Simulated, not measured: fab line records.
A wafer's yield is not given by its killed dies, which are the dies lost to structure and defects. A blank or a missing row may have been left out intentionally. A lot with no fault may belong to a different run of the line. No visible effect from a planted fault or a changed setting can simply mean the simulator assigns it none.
Comparing a struck lot with a sound one	flow sky130	16 steps out of a route of 708
Sound: the wafers L585.2, L585.3, L585.6. Wafers struck: L599.1, L599.4, L599.6. The cause is given at the end.
Per side, at each step with rows, come the tool, then ch with its chambers, and then its first start. Under that, the readings that differ: sound wafers	struck wafers	difference of the means	sigmas: that difference in standard deviations of wafers without a fault.
alike: same words and numbers on both sides, and readings whose means sit less than 2 such deviations apart. not compared: any withheld reading, any reading some wafer has no value for, any bound like >300 that may hide the same value, and any number with overlapping values for which the record gives no deviation.
Wherever a step has rows on one side only, a row that says differs or no value, or a row with sigmas, the two part there. Numbers that don't overlap but have no deviation are shown without sigmas and don't part them. Lack of a reading on every wafer of one side parts them only where that side has two or more wafers.

first, 5 steps without rows for these wafers: SKY_POLY_GATE_COAT_08 (resist thk 450 nm); SKY_POLY_GATE_SOFTBAKE_09 (time 90 s); SKY_POLY_GATE_EXPOSE_10 (exposes mask P1M, target cd 150 nm); SKY_POLY_GATE_PEB_11; SKY_POLY_GATE_DEVELOP_12 (develop time 60 s).
SKY_POLY_GATE_CD_MEAS_13: target cd 150 nm.
  sound: cd-sem-01 at day 16 06:46; struck: cd-sem-01 at day 21 13:51
  alike: cd-nm
SKY_POLY_GATE_OVL_MEAS_14:
  sound: overlay-02 at day 16 06:52; struck: overlay-02 at day 21 13:58
  alike: POLY_GATE_OVL
SKY_POLY_GATE_ETCH_15: etches BARC in N2/H2, stops on SiO2, time 118.5 s, target depth 110 nm.
  sound on rie-diel-02 ch 0,1,3, day 16 06:54; struck on rie-diel-03 ch 0,1,3, day 21 14:01
  alike: drypump-motor-current-A, oes-product-au, rf-fwd-power-W, throttle-valve-pct
  not compared: rf-hours-counter-h
SKY_POLY_GATE_ETCH_16: etches Si3N4 in CH3F/O2, stops on poly-Si, time 147.5 s, target depth 75 nm.
  sound on rie-diel-02 ch 0,1,3, day 16 06:59; struck on rie-diel-03 ch 0,1,3, day 21 14:05
  alike: drypump-motor-current-A, oes-product-au, rf-fwd-power-W, throttle-valve-pct
  not compared: rf-hours-counter-h
SKY_POLY_GATE_ETCH_17: etches poly-Si in HBr/Cl2, stops on SiO2, target depth 180 nm, time 70.5 s.
  sound on rie-si-02 ch 1,2,3, day 16 07:05; struck on rie-si-01 ch 1,2,3, day 21 14:11
reading	sound	struck	difference	sigmas
oes-product-au (a.u.)	0.984 0.988 0.991	0.973 0.977 0.973	-0.013	-2
  alike: drypump-motor-current-A, rf-fwd-power-W, throttle-valve-pct
  not compared: rf-hours-counter-h
SKY_POLY_GATE_STRIP_18: strips in O2/N2.
  sound on plasma-asher-04 ch 0, day 16 07:08; struck on plasma-asher-03 ch 0,1, day 21 14:14
  alike: drypump-motor-current-A, o2-flow-sccm, oes-product-au, strip-time-to-endpoint-s
  not compared: rf-hours-counter-h
then, 1 step without rows for these wafers: SKY_POLY_GATE_CLEAN_19 (cleans in SC1/SC2, time 150 s).
SKY_POLY_GATE_OXIDATION_20: stabilise 600 s, purge 300 s, target thk 4 nm.
  sound on furnace-01 ch 0, day 16 07:37; struck on furnace-02 ch 0, day 21 14:23
reading	sound	struck	difference	sigmas
spike-tc-centre-C (C)	848.2 849.3 849.4	853.0 852.6 849.6	+2.8	+3
model.SiO2_of_POLY_GATE_OXIDATION_20.thk-nm (nm)	3.954 4.036 3.965	3.525 3.495 3.443	-0.497	
  alike: zone-power-centre-pct
SKY_POLY_GATE_THK_MEAS_21:
  sound: film-metro-02 at day 16 08:52; struck: film-metro-04 at day 21 15:52
reading	sound	struck	difference	sigmas
POLY_GATE_OXIDATION_THK (nm)	3.93 4.03 3.98	3.51 3.50 3.46	-0.49	-6
  not compared: hold
SKY_POLY_GATE_CD_MEAS_22:
  sound: cd-sem-01 at day 16 08:57; struck: cd-sem-01 at day 21 21:26
reading	sound	struck	difference	sigmas
hold	- - -	await-dispo/5.5h/release await-dispo/5.5h/release await-dispo/5.5h/release	no value on the sound wafers	
  alike: cd-nm
-- record jumps: 27 days separate the struck wafers' starts on either side; left off in module POLY_GATE, taken up again in module PAD_OPEN, whose first shown step is the route's number 708 --
SKY_PAD_OPEN_PROBE_99:
  sound: prober-02 at day 45 14:12; struck: prober-02 at day 49 00:28
  alike: killed_at_M0_to_M3, killed_at_M4_up, killed-at-contacts, killed-at-front-end, killed-at-other, killed-dies, killed-open, killed-short
  not compared: model.etest.tip-sonos.rs-ohm-sq, model.etest.tip-n.rs-ohm-sq

## WHERE THEY PART
Last at SKY_POLY_GATE_CD_MEAS_22 as far as this record goes, first at SKY_POLY_GATE_ETCH_17. Later steps at which nothing parts them and some readings are alike: SKY_PAD_OPEN_PROBE_99.

WHY: what had been put in by the simulator
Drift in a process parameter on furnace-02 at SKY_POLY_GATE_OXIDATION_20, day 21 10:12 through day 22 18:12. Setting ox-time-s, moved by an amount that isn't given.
